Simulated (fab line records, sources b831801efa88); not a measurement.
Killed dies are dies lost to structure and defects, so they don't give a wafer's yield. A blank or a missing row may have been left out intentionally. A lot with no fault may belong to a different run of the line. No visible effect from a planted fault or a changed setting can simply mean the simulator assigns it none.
fab line records	flow sky130
record lots=24	wafers=72	last_day=50
route steps=708 shown VIA2@523 METAL3@533 VIA3@587 CAP2M@607 PAD_OPEN@702
lots that met no fault: taken from a fault-free run of the same line
start_h: hours from the record's opening day to when the first of the lot's shown wafers began	wait_h: hours elapsed since this lot's preceding step	" as in the row above	L1.1+2: a single row standing in for several wafers	- no value, or no start given	* or withheld: withheld	< > ~ a bound
route shown NAME@n: a module of which the file shows steps, and the number in the route of the first	usual: mean/standard deviation taken from wafers without a fault	same: alike in all rows	chamber/n: place in a boat	sites: per-site readings	_std_site: standard deviation across them	_edge_site: the outer-site mean with the inner-site mean subtracted	radius_mm: for every site, how far away it sits from the centre of the wafer	mask NAME#n: copy n	behind: the last tool/chamber to shape the wafer	hold: why the lot went on hold/how many hours it stayed there/how the hold came to an end	device: the n, p or np transistor that did not switch	end of line: the route-end tests of the same wafers	a step given without rows: its recipe and nothing more	killed: dies that structure and defects cost at the first sort, which is not the same as the wafer's yield	map: shows each die of a wafer: x if killed, . if not, _ if none is there
set.NAME: the setting as run; set.NAME@STEP: as run at that earlier step	model.NAME: the simulator's own value behind a step, which no gauge read
steps of the route over a sample of lots; a table a step, a row a wafer
services: the hour from which a tool's chamber was out of use, counted from the record's first day as start_h (under 0 if before that day), plus the number of hours and why
## steps
# step SKY_VIA2_STRIP_16
# recipe chemistry=O2/N2	power_w=1400	pressure_mtorr=1500	platen_temp_c=withheld	o2_flow_sccm=3000	n2_flow_sccm=300	overash_fraction=0.5
# usual drypump_motor_current_A=5.8/0.43	oes_product_au=0.399/0.0046	strip_time_to_endpoint_s=4.043/0.026
lot.wafer	tool	chamber	start_h	wait_h	drypump_motor_current_A	oes_product_au	rf_hours_counter_h	strip_time_to_endpoint_s
L074.1	plasma_asher-02	1	830.80	0.0	5.7	0.403	9	4.057
L074.3	"	0	"	"	6.0	0.390	-	4.083
L074.5	"	1	"	"	5.7	0.400	-	4.071
L075.2	plasma_asher-04	1	837.96	0.0	5.8	0.405	73	4.041
L075.5	"	0	"	"	6.3	0.400	-	4.081
L075.6	"	1	"	"	5.8	0.401	-	4.047
L076.1	plasma_asher-03	1	855.06	0.0	6.1	0.397	40	4.048
L076.4	"	0	"	"	4.9	0.404	-	4.078
L076.5	"	0	"	"	5.0	0.393	-	4.010
L077.2	plasma_asher-02	1	868.20	0.0	5.8	0.401	13	4.045
L077.4	"	1	"	"	5.7	0.407	-	4.048
L077.5	"	0	"	"	6.0	0.402	-	4.033
L078.1	plasma_asher-04	0	878.00	0.0	6.3	0.400	77	4.033
L078.5	"	0	"	"	6.3	0.389	-	4.060
L078.6	"	1	"	"	5.8	0.393	-	4.041
L079.1	plasma_asher-03	1	878.24	0.0	6.1	0.396	42	4.029
L079.3	"	1	"	"	6.1	0.395	-	4.043
L079.4	"	0	"	"	5.0	0.398	-	4.023
L080.1	plasma_asher-03	1	894.11	0.0	6.1	0.397	44	4.040
L080.2	"	0	"	"	5.0	0.391	44	4.032
L080.3	"	0	"	"	4.9	0.398	-	4.041
L081.1	plasma_asher-02	0	900.00	0.0	6.0	0.401	16	4.040
L081.2	"	1	"	"	5.8	0.400	16	4.030
L081.5	"	0	"	"	6.1	0.405	-	4.054
L082.1	plasma_asher-02	1	904.76	0.0	5.7	0.398	16	4.025
L082.2	"	0	"	"	6.1	0.403	16	4.028
L082.4	"	1	"	"	5.7	0.404	-	4.062
L083.3	plasma_asher-03	0	910.68	0.1	5.0	0.408	-	4.050
L083.5	"	1	"	"	6.1	0.396	-	4.055
L083.6	"	0	"	"	4.9	0.395	-	4.076
L084.1	plasma_asher-03	1	920.95	0.0	6.1	0.402	46	4.053
L084.2	"	0	"	"	5.0	0.398	46	4.035
L084.3	"	0	"	"	5.0	0.403	-	4.001
L086.1	plasma_asher-02	0	925.31	0.0	6.1	0.395	18	4.030
L086.3	"	1	"	"	5.8	0.392	-	4.024
L086.5	"	1	"	"	5.8	0.394	-	4.024
L085.2	plasma_asher-04	1	927.00	0.0	5.9	0.403	82	4.047
L085.5	"	0	"	"	6.3	0.393	-	4.045
L085.6	"	1	"	"	5.8	0.399	-	4.055
L087.1	plasma_asher-04	0	939.75	0.0	6.2	0.397	83	4.031
L087.3	"	1	"	"	5.8	0.398	-	4.011
L087.6	"	0	"	"	6.3	0.395	-	4.045
L088.2	plasma_asher-02	0	941.36	0.0	6.1	0.400	20	4.038
L088.3	"	0	"	"	6.0	0.398	-	4.032
L088.4	"	1	"	"	5.7	0.397	-	4.025
L089.2	plasma_asher-03	1	952.06	0.0	6.1	0.405	50	4.049
L089.5	"	0	"	"	5.0	0.394	-	4.042
L089.6	"	1	"	"	6.1	0.405	-	4.037
L090.3	plasma_asher-02	1	962.49	0.1	5.8	0.397	-	4.024
L090.5	"	1	"	"	5.7	0.391	-	4.014
L090.6	"	0	"	"	6.1	0.395	-	4.035
L091.3	plasma_asher-03	0	964.14	0.1	4.9	0.408	-	4.075
L091.4	"	1	"	"	6.1	0.397	-	4.077
L091.6	"	0	"	"	5.0	0.396	-	4.106
L093.4	plasma_asher-02	0	1009.39	0.1	6.1	0.400	-	4.008
L093.5	"	1	"	"	5.7	0.396	-	3.999
L093.6	"	0	"	"	6.1	0.406	-	4.016
L094.1	plasma_asher-03	1	1009.95	0.0	6.1	0.396	55	4.046
L094.3	"	0	"	"	5.0	0.397	-	4.083
L094.4	"	1	"	"	6.1	0.399	-	4.053
L092.2	plasma_asher-02	1	1010.46	0.0	5.7	0.393	27	4.061
L092.4	"	0	"	"	6.0	0.402	-	4.006
L092.5	"	0	"	"	6.1	0.404	-	4.020
L095.1	plasma_asher-03	0	1011.41	0.0	4.9	0.398	55	4.068
L095.3	"	0	"	"	5.0	0.397	-	4.069
L095.5	"	1	"	"	6.1	0.403	-	4.068
L096.2	plasma_asher-02	1	1014.00	0.0	5.8	0.402	27	4.011
L096.3	"	0	"	"	6.0	0.401	-	4.031
L096.6	"	0	"	"	6.0	0.398	-	4.040
L097.4	plasma_asher-04	1	1017.29	0.1	5.8	0.393	-	4.009
L097.5	"	1	"	"	5.8	0.408	-	4.021
L097.6	"	0	"	"	6.3	0.397	-	4.036
# step SKY_METAL3_SPUTTER_01
# recipe material=TiN	target_thk_nm=20	power_w=6500	time_s=16.7	chamber_pressure_pa=0.4
# usual throttle_valve_pct=29.9/1.2
lot.wafer	tool	chamber	start_h	wait_h	throttle_valve_pct
L074.1	pvd_sputter-04	-	832.37	0.0	30.6
L074.3	"	-	"	"	30.8
L074.5	"	-	"	"	28.4
L075.2	pvd_sputter-03	-	839.28	0.0	28.4
L075.5	"	-	"	"	32.3
L075.6	"	-	"	"	28.5
L076.1	pvd_sputter-03	-	856.38	0.0	30.3
L076.4	"	-	"	"	32.2
L076.5	"	-	"	"	28.0
L077.2	pvd_sputter-03	-	869.50	0.0	28.2
L077.4	"	-	"	"	28.2
L077.5	"	-	"	"	29.6
L078.1	pvd_sputter-01	-	879.30	0.0	29.8
L078.5	"	-	"	"	30.3
L078.6	"	-	"	"	30.0
L079.1	pvd_sputter-03	-	879.56	0.0	28.3
L079.3	"	-	"	"	29.9
L079.4	"	-	"	"	28.2
L080.1	pvd_sputter-03	-	895.40	0.0	32.2
L080.2	"	-	"	"	30.2
L080.3	"	-	"	"	28.1
L081.1	pvd_sputter-04	-	901.37	0.0	31.0
L081.2	"	-	"	"	29.3
L081.5	"	-	"	"	30.9
L082.1	pvd_sputter-04	-	906.25	0.0	28.6
L082.2	"	-	"	"	30.6
L082.4	"	-	"	"	31.1
L083.3	pvd_sputter-04	-	911.94	0.0	28.5
L083.5	"	-	"	"	30.9
L083.6	"	-	"	"	31.0
L084.1	pvd_sputter-01	-	922.24	0.0	30.3
L084.2	"	-	"	"	31.5
L084.3	"	-	"	"	30.3
L086.1	pvd_sputter-04	-	926.62	0.0	30.4
L086.3	"	-	"	"	28.2
L086.5	"	-	"	"	29.6
L085.2	pvd_sputter-04	-	928.29	0.0	28.2
L085.5	"	-	"	"	30.7
L085.6	"	-	"	"	28.5
L087.1	pvd_sputter-01	-	941.13	0.0	30.0
L087.3	"	-	"	"	30.0
L087.6	"	-	"	"	29.9
L088.2	pvd_sputter-04	-	942.64	0.0	29.4
L088.3	"	-	"	"	31.0
L088.4	"	-	"	"	30.6
L089.2	pvd_sputter-01	-	953.41	0.0	30.0
L089.5	"	-	"	"	29.9
L089.6	"	-	"	"	30.5
L090.3	pvd_sputter-03	-	963.80	0.0	29.9
L090.5	"	-	"	"	32.2
L090.6	"	-	"	"	28.1
L091.3	pvd_sputter-03	-	965.56	0.0	32.3
L091.4	"	-	"	"	30.1
L091.6	"	-	"	"	30.1
L093.4	pvd_sputter-01	-	1012.28	0.0	30.3
L093.5	"	-	"	"	30.4
L093.6	"	-	"	"	31.3
L094.1	pvd_sputter-04	-	1012.58	0.0	29.5
L094.3	"	-	"	"	30.8
L094.4	"	-	"	"	30.8
L092.2	pvd_sputter-03	-	1012.60	0.0	28.1
L092.4	"	-	"	"	30.1
L092.5	"	-	"	"	32.3
L095.1	pvd_sputter-04	-	1012.88	0.0	30.7
L095.3	"	-	"	"	28.5
L095.5	"	-	"	"	29.7
L096.2	pvd_sputter-01	-	1015.29	0.0	31.3
L096.3	"	-	"	"	30.0
L096.6	"	-	"	"	30.3
L097.4	pvd_sputter-04	-	1018.56	0.0	28.4
L097.5	"	-	"	"	29.2
L097.6	"	-	"	"	30.9
# step SKY_METAL3_DESCUM_15
# recipe chemistry=O2	source_power_w=150	bias_power_w=0	pressure_mtorr=10	temp_c=40	time_s=8
# usual drypump_motor_current_A=5.5/0.54	oes_product_au=1.003/0.0059
lot.wafer	tool	chamber	start_h	wait_h	drypump_motor_current_A	oes_product_au	rf_hours_counter_h
L074.1	rie_metal-01	1	884.90	0.0	5.8	1.004	10
L074.3	"	1	"	"	5.7	0.993	-
L074.5	"	0	"	"	5.1	0.999	-
L075.2	rie_metal-03	0	891.70	0.0	6.4	1.006	3
L075.5	"	0	"	"	6.4	1.000	-
L075.6	"	1	"	"	4.7	1.006	-
L076.1	rie_metal-03	0	907.69	0.0	6.4	1.007	4
L076.4	"	1	"	"	4.7	1.009	-
L076.5	"	0	"	"	6.4	0.991	-
L077.2	rie_metal-04	1	921.85	0.0	5.1	1.006	3
L077.4	"	1	"	"	5.1	1.005	-
L077.5	"	1	"	"	5.1	1.011	-
L078.1	rie_metal-04	0	930.50	0.0	5.9	1.005	2
L078.5	"	0	"	"	5.8	0.999	-
L078.6	"	1	"	"	5.2	1.014	-
L079.1	rie_metal-01	0	930.79	0.0	5.1	1.000	6
L079.3	"	0	"	"	5.1	0.998	-
L079.4	"	1	"	"	5.8	1.017	-
L080.1	rie_metal-04	1	945.30	0.0	5.2	1.010	4
L080.2	"	0	"	"	5.8	1.003	3
L080.3	"	0	"	"	5.8	1.008	-
L081.1	rie_metal-01	0	950.74	0.0	5.1	1.001	7
L081.2	"	1	"	"	5.7	1.004	14
L081.5	"	0	"	"	5.1	0.998	-
L082.1	rie_metal-01	1	956.74	0.0	5.7	1.011	14
L082.2	"	0	"	"	5.1	0.997	8
L082.4	"	0	"	"	5.1	1.008	-
L083.3	rie_metal-01	0	962.36	0.0	5.1	0.996	-
L083.5	"	0	"	"	5.1	1.009	-
L083.6	"	1	"	"	5.7	0.997	-
L084.1	rie_metal-04	0	971.15	0.0	5.8	1.019	5
L084.2	"	1	"	"	5.1	1.002	5
L084.3	"	0	"	"	5.9	1.005	-
L086.1	rie_metal-01	0	975.25	0.0	5.1	0.997	8
L086.3	"	1	"	"	5.8	1.006	-
L086.5	"	0	"	"	5.1	1.000	-
L085.2	rie_metal-01	0	978.10	0.0	5.1	1.005	9
L085.5	"	1	"	"	5.8	1.005	-
L085.6	"	0	"	"	5.1	1.006	-
L087.1	rie_metal-03	0	989.65	0.0	6.4	0.999	9
L087.3	"	1	"	"	4.7	1.009	-
L087.6	"	1	"	"	4.7	0.998	-
L088.2	rie_metal-03	1	991.29	0.0	4.7	0.998	13
L088.3	"	1	"	"	4.7	1.010	-
L088.4	"	0	"	"	6.4	1.011	-
L089.2	rie_metal-01	0	1001.40	0.0	5.1	0.998	10
L089.5	"	1	"	"	5.8	1.006	-
L089.6	"	0	"	"	5.1	1.005	-
L090.3	rie_metal-01	0	1011.25	0.0	5.1	1.005	-
L090.5	"	1	"	"	5.8	1.006	-
L090.6	"	0	"	"	5.2	1.005	-
L091.3	rie_metal-03	0	1013.30	0.0	6.4	1.005	-
L091.4	"	1	"	"	4.7	1.004	-
L091.6	"	0	"	"	6.4	0.998	-
L093.4	rie_metal-04	1	1056.41	0.0	5.2	1.005	-
L093.5	"	0	"	"	5.8	1.008	-
L093.6	"	1	"	"	5.2	1.007	-
L094.1	rie_metal-04	0	1056.80	0.0	5.8	1.007	9
L094.3	"	0	"	"	5.9	1.000	-
L094.4	"	1	"	"	5.1	1.007	-
L092.2	rie_metal-04	1	1058.40	0.0	5.2	0.996	9
L092.4	"	0	"	"	5.8	1.009	-
L092.5	"	0	"	"	5.8	1.000	-
L095.1	rie_metal-03	0	1058.60	0.0	6.4	1.011	13
L095.3	"	0	"	"	6.4	1.005	-
L095.5	"	0	"	"	6.4	0.999	-
L096.2	rie_metal-01	1	1061.15	0.0	5.8	0.996	21
L096.3	"	0	"	"	5.2	1.004	-
L096.6	"	1	"	"	5.8	0.999	-
L097.4	rie_metal-03	1	1062.61	0.0	4.7	1.010	-
L097.5	"	1	"	"	4.7	1.005	-
L097.6	"	0	"	"	6.4	0.997	-
# step SKY_VIA3_ETCH_14
# recipe chemistry=N2/H2	target=BARC	ion_energy_ev=196.5	source_w=500	bias_w=100	pressure_mtorr=30	n2_flow_sccm=100	h2_flow_sccm=200	stop_on=SiO2	time_s=45.9	target_depth_a=600
# usual drypump_motor_current_A=5.9/0.33	oes_product_au=0.854/0.0045	throttle_valve_pct=13.224/0.0088
lot.wafer	tool	chamber	start_h	wait_h	drypump_motor_current_A	oes_product_au	rf_hours_counter_h	throttle_valve_pct
L074.1	rie_diel-04	2	912.30	0.0	6.3	0.859	21	13.225
L074.3	"	0	"	"	5.8	0.859	20	13.212
L074.5	"	0	"	"	5.8	0.851	-	13.227
L075.2	rie_diel-04	1	918.60	0.0	5.3	0.845	14	13.217
L075.5	"	1	"	"	5.4	0.856	-	13.231
L075.6	"	2	"	"	6.3	0.852	-	13.219
L076.1	rie_diel-03	1	933.75	0.0	5.5	0.856	3	13.221
L076.4	"	3	"	"	6.0	0.854	9	13.225
L076.5	"	1	"	"	5.5	0.855	-	13.232
L077.2	rie_diel-01	1	948.21	0.0	6.1	0.850	14	13.222
L077.4	"	3	"	"	5.6	0.855	11	13.229
L077.5	"	3	"	"	5.6	0.854	-	13.233
L078.1	rie_diel-03	2	956.15	0.0	6.2	0.851	5	13.228
L078.5	"	2	"	"	6.2	0.847	-	13.217
L078.6	"	1	"	"	5.5	0.856	-	13.241
L079.1	rie_diel-01	2	956.50	0.0	6.2	0.861	10	13.224
L079.3	"	1	"	"	6.1	0.860	14	13.207
L079.4	"	3	"	"	5.6	0.853	11	13.217
L080.1	rie_diel-01	2	971.10	0.0	6.2	0.859	10	13.236
L080.2	"	3	"	"	5.6	0.850	11	13.230
L080.3	"	0	"	"	5.5	0.850	14	13.237
L081.1	rie_diel-03	1	975.65	0.0	5.5	0.851	4	13.215
L081.2	"	2	"	"	6.2	0.860	5	13.230
L081.5	"	2	"	"	6.2	0.853	-	13.237
L082.1	rie_diel-01	3	981.90	0.0	5.6	0.857	12	13.219
L082.2	"	2	"	"	6.2	0.847	11	13.205
L082.4	"	1	"	"	6.1	0.853	15	13.236
L083.3	rie_diel-03	2	987.60	0.0	6.2	0.859	5	13.222
L083.5	"	1	"	"	5.5	0.860	-	13.220
L083.6	"	2	"	"	6.2	0.859	-	13.235
L084.1	rie_diel-04	2	996.00	0.0	6.3	0.859	24	13.230
L084.2	"	1	"	"	5.4	0.854	15	13.227
L084.3	"	0	"	"	5.8	0.852	23	13.231
L086.1	rie_diel-01	0	1000.24	0.0	5.5	0.852	15	13.219
L086.3	"	0	"	"	5.5	0.853	-	13.199
L086.5	"	0	"	"	5.5	0.852	-	13.221
L085.2	rie_diel-01	1	1003.89	0.0	6.1	0.853	15	13.210
L085.5	"	3	"	"	5.6	0.857	-	13.223
L085.6	"	1	"	"	6.1	0.851	-	13.220
L087.1	rie_diel-01	3	1014.24	0.0	5.6	0.863	13	13.238
L087.3	"	1	"	"	6.1	0.852	16	13.236
L087.6	"	0	"	"	5.5	0.846	-	13.214
L088.2	rie_diel-01	0	1015.85	0.0	5.5	0.856	16	13.210
L088.3	"	3	"	"	5.6	0.851	13	13.228
L088.4	"	1	"	"	6.1	0.857	16	13.223
L089.2	rie_diel-01	0	1025.40	0.0	5.5	0.857	16	13.223
L089.5	"	1	"	"	6.1	0.853	-	13.218
L089.6	"	0	"	"	5.5	0.856	-	13.229
L090.3	rie_diel-04	2	1035.15	0.0	6.3	0.855	25	13.216
L090.5	"	1	"	"	5.4	0.855	-	13.217
L090.6	"	2	"	"	6.3	0.852	-	13.214
L091.3	rie_diel-03	1	1037.34	0.0	5.5	0.851	6	13.230
L091.4	"	0	"	"	6.3	0.849	20	13.247
L091.6	"	1	"	"	5.5	0.850	-	13.217
L094.1	rie_diel-03	3	1079.40	0.0	6.0	0.849	14	13.210
L094.3	"	2	"	"	6.2	0.847	8	13.219
L094.4	"	1	"	"	5.5	0.851	7	13.225
L093.4	rie_diel-04	1	1079.94	0.0	5.4	0.854	18	13.214
L093.5	"	1	"	"	5.4	0.854	-	13.218
L093.6	"	0	"	"	5.8	0.848	-	13.225
L095.1	rie_diel-04	2	1080.99	0.0	6.3	0.847	27	13.222
L095.3	"	3	"	"	6.0	0.850	30	13.201
L095.5	"	3	"	"	6.0	0.855	-	13.232
L092.2	rie_diel-01	1	1081.34	0.0	6.1	0.863	18	13.221
L092.4	"	2	"	"	6.2	0.863	14	13.231
L092.5	"	1	"	"	6.1	0.855	-	13.240
L096.2	rie_diel-03	0	1083.72	0.0	6.4	0.853	22	13.220
L096.3	"	2	"	"	6.2	0.846	8	13.212
L096.6	"	1	"	"	5.5	0.849	-	13.230
L097.4	rie_diel-04	1	1085.00	0.0	5.4	0.858	18	13.225
L097.5	"	3	"	"	6.0	0.855	-	13.220
L097.6	"	0	"	"	5.8	0.853	-	13.231
# step SKY_CAP2M_THK_MEAS_04
# recipe thk_meas_gauge=xrf	reads=TiN_of_CAP2M_SPUTTER_02
# usual CAP2M_TIN_THK=196.4/2.2
lot.wafer	tool	chamber	start_h	wait_h	CAP2M_TIN_THK[nm]
L074.1	film_metro-04	-	914.34	0.1	195.0
L074.3	"	-	"	"	195.4
L074.5	"	-	"	"	196.7
L075.2	film_metro-04	-	920.45	0.1	195.5
L075.5	"	-	"	"	196.3
L075.6	"	-	"	"	196.8
L076.1	film_metro-02	-	935.60	0.1	193.6
L076.4	"	-	"	"	193.7
L076.5	"	-	"	"	192.7
L077.2	film_metro-03	-	950.22	0.1	197.2
L077.4	"	-	"	"	198.2
L077.5	"	-	"	"	196.4
L078.1	film_metro-04	-	958.07	0.1	198.1
L078.5	"	-	"	"	197.7
L078.6	"	-	"	"	197.7
L079.1	film_metro-04	-	958.76	0.1	197.3
L079.3	"	-	"	"	196.6
L079.4	"	-	"	"	198.7
L080.1	film_metro-02	-	972.97	0.1	194.9
L080.2	"	-	"	"	196.9
L080.3	"	-	"	"	197.0
L081.1	film_metro-02	-	977.55	0.1	195.4
L081.2	"	-	"	"	198.3
L081.5	"	-	"	"	196.4
L082.1	film_metro-04	-	983.73	0.1	198.9
L082.2	"	-	"	"	197.4
L082.4	"	-	"	"	199.4
L083.3	film_metro-04	-	989.44	0.1	197.6
L083.5	"	-	"	"	198.0
L083.6	"	-	"	"	196.1
L084.1	film_metro-03	-	997.83	0.1	194.0
L084.2	"	-	"	"	197.6
L084.3	"	-	"	"	195.4
L086.1	film_metro-02	-	1002.15	0.1	197.3
L086.3	"	-	"	"	196.6
L086.5	"	-	"	"	196.5
L085.2	film_metro-03	-	1009.76	0.1	196.0
L085.5	"	-	"	"	197.3
L085.6	"	-	"	"	197.4
L087.1	film_metro-03	-	1016.10	0.1	198.4
L087.3	"	-	"	"	197.9
L087.6	"	-	"	"	198.3
L088.2	film_metro-03	-	1017.99	0.1	195.6
L088.3	"	-	"	"	194.3
L088.4	"	-	"	"	194.7
L089.2	film_metro-02	-	1027.23	0.1	194.0
L089.5	"	-	"	"	194.2
L089.6	"	-	"	"	195.2
L090.3	film_metro-03	-	1037.00	0.1	197.4
L090.5	"	-	"	"	194.9
L090.6	"	-	"	"	196.4
L091.3	film_metro-03	-	1039.19	0.1	199.0
L091.4	"	-	"	"	200.2
L091.6	"	-	"	"	197.6
L094.1	film_metro-02	-	1081.23	0.1	190.4
L094.3	"	-	"	"	190.1
L094.4	"	-	"	"	191.3
L093.4	film_metro-04	-	1081.80	0.1	197.8
L093.5	"	-	"	"	199.3
L093.6	"	-	"	"	199.0
L095.1	film_metro-02	-	1082.90	0.1	193.4
L095.3	"	-	"	"	193.6
L095.5	"	-	"	"	195.4
L092.2	film_metro-04	-	1083.18	0.1	200.0
L092.4	"	-	"	"	199.5
L092.5	"	-	"	"	200.0
L096.2	film_metro-03	-	1085.58	0.1	197.5
L096.3	"	-	"	"	198.0
L096.6	"	-	"	"	196.9
L097.4	film_metro-04	-	1086.87	0.1	194.8
L097.5	"	-	"	"	196.2
L097.6	"	-	"	"	199.4
# step SKY_PAD_OPEN_STRIP_08
# recipe chemistry=O2/N2	power_w=1400	pressure_mtorr=1500	platen_temp_c=withheld	overash_fraction=0.7	o2_flow_sccm=3000	n2_flow_sccm=300
# usual drypump_motor_current_A=5.95/0.21	oes_product_au=0.663/0.0047	strip_time_to_endpoint_s=37.05/0.086
lot.wafer	tool	chamber	start_h	wait_h	drypump_motor_current_A	oes_product_au	rf_hours_counter_h	strip_time_to_endpoint_s
L074.1	plasma_asher-02	0	1057.35	0.1	6.04	0.658	31	36.95
L074.3	"	1	"	"	5.72	0.656	-	36.92
L074.5	"	0	"	"	6.04	0.664	-	37.06
L075.2	plasma_asher-04	0	1061.85	0.1	6.26	0.660	95	37.03
L075.5	"	0	"	"	6.24	0.664	-	37.00
L075.6	"	1	"	"	5.78	0.664	-	37.00
L076.1	plasma_asher-01	1	1075.54	0.1	5.72	0.661	1	37.01
L076.4	"	1	"	"	5.71	0.669	-	37.11
L076.5	"	0	"	"	6.08	0.661	-	37.13
L077.2	plasma_asher-04	0	1086.65	0.1	6.26	0.658	98	37.07
L077.4	"	0	"	"	6.26	0.673	-	37.07
L077.5	"	0	"	"	6.24	0.658	-	37.13
L078.1	plasma_asher-01	1	1097.15	0.1	5.69	0.668	3	37.07
L078.5	"	0	"	"	6.08	0.663	-	37.08
L078.6	"	1	"	"	5.68	0.664	-	37.08
L079.1	plasma_asher-01	1	1098.54	0.1	5.72	0.668	3	36.96
L079.3	"	0	"	"	6.07	0.663	-	37.09
L079.4	"	1	"	"	5.72	0.661	-	36.94
L080.1	plasma_asher-02	1	1107.60	0.1	5.74	0.667	36	37.02
L080.2	"	0	"	"	6.05	0.661	36	37.04
L080.3	"	0	"	"	6.05	0.665	-	37.09
L081.1	plasma_asher-04	1	1109.80	0.1	5.78	0.659	100	37.00
L081.2	"	0	"	"	6.27	0.666	100	36.92
L081.5	"	0	"	"	6.24	0.671	-	37.01
L082.1	plasma_asher-01	1	1115.85	0.1	5.68	0.663	5	37.12
L082.2	"	0	"	"	6.05	0.661	5	37.05
L082.4	"	1	"	"	5.68	0.653	-	37.03
L083.3	plasma_asher-01	1	1121.43	0.1	5.72	0.662	-	37.11
L083.5	"	1	"	"	5.73	0.669	-	37.19
L083.6	"	0	"	"	6.08	0.660	-	37.13
L084.1	plasma_asher-04	0	1127.60	0.1	6.24	0.661	102	37.01
L084.2	"	1	"	"	5.81	0.663	102	36.85
L084.3	"	0	"	"	6.26	0.663	-	37.05
L086.1	plasma_asher-01	1	1130.90	0.1	5.71	0.663	6	36.95
L086.3	"	1	"	"	5.71	0.662	-	37.04
L086.5	"	0	"	"	6.08	0.673	-	36.99
L085.2	plasma_asher-04	1	1134.99	0.1	5.78	0.656	103	37.11
L085.5	"	0	"	"	6.26	0.668	-	37.11
L085.6	"	1	"	"	5.82	0.660	-	36.98
L087.1	plasma_asher-01	0	1143.09	0.1	6.08	0.661	7	37.12
L087.3	"	0	"	"	6.08	0.668	-	37.19
L087.6	"	1	"	"	5.69	0.661	-	37.15
L088.2	plasma_asher-04	0	1145.70	0.1	6.28	0.668	103	37.12
L088.3	"	0	"	"	6.29	0.662	-	37.16
L088.4	"	1	"	"	5.81	0.661	-	37.11
L089.2	plasma_asher-02	0	1152.00	0.1	6.06	0.664	41	36.96
L089.5	"	0	"	"	6.03	0.662	-	37.02
L089.6	"	1	"	"	5.75	0.664	-	36.93
L090.3	plasma_asher-04	1	1158.13	0.1	5.78	0.663	-	37.12
L090.5	"	0	"	"	6.25	0.655	-	37.03
L090.6	"	1	"	"	5.83	0.667	-	37.17
L091.3	plasma_asher-02	1	1161.48	0.1	5.76	0.667	-	37.03
L091.4	"	0	"	"	6.03	0.660	-	36.98
L091.6	"	1	"	"	5.77	0.662	-	36.99
L094.1	plasma_asher-02	1	1192.34	0.1	5.73	0.665	45	37.09
L094.3	"	1	"	"	5.74	0.665	-	37.02
L094.4	"	0	"	"	6.08	0.660	-	37.21
L093.4	plasma_asher-01	1	1193.08	0.1	5.72	0.658	-	37.08
L093.5	"	0	"	"	6.08	0.664	-	36.94
L093.6	"	1	"	"	5.70	0.667	-	37.15
L095.1	plasma_asher-02	0	1195.09	0.1	6.04	0.654	45	37.02
L095.3	"	0	"	"	6.05	0.662	-	36.98
L095.5	"	0	"	"	6.05	0.671	-	37.10
L092.2	plasma_asher-04	0	1196.09	0.1	6.28	0.669	108	37.09
L092.4	"	1	"	"	5.81	0.663	-	37.09
L092.5	"	1	"	"	5.80	0.652	-	37.05
L096.2	plasma_asher-04	1	1197.95	0.1	5.81	0.659	108	37.12
L096.3	"	1	"	"	5.84	0.658	-	37.10
L096.6	"	0	"	"	6.24	0.660	-	37.16
L097.4	plasma_asher-04	1	1200.58	0.1	5.81	0.662	-	37.07
L097.5	"	0	"	"	6.26	0.660	-	36.99
L097.6	"	1	"	"	5.82	0.653	-	37.06
## services
tool	chamber	start_h	hours	kind
plasma_asher-03	-	814.14	14.6	pm
plasma_asher-01	-	823.15	2.8	pm
rie_diel-03	-	835.11	14.6	pm
rie_metal-01	0	835.39	2.6	repair
rie_diel-01	-	843.05	1.0	repair
rie_metal-03	1	846.14	26.1	repair
rie_metal-03	-	846.47	2.8	pm
plasma_asher-03	-	848.86	0.6	repair
pvd_sputter-04	-	882.14	4.5	repair
plasma_asher-02	-	911.52	1.9	repair
pvd_sputter-03	-	935.06	1.5	repair
rie_diel-01	1	935.15	2.9	repair
plasma_asher-01	-	944.48	3.9	repair
rie_diel-01	1	968.29	5.3	repair
rie_diel-01	3	987.81	6.3	repair
rie_diel-01	0	991.02	4.8	repair
rie_diel-01	1	992.28	9.9	repair
rie_diel-01	2	992.90	16.6	repair
pvd_sputter-04	-	1020.55	11.3	repair
plasma_asher-01	-	1055.25	9.0	pm
rie_diel-01	-	1059.05	0.9	repair
pvd_sputter-03	-	1096.05	2.5	repair
pvd_sputter-04	-	1127.94	20.7	repair
plasma_asher-03	-	1170.77	2.8	pm
## key
fault none
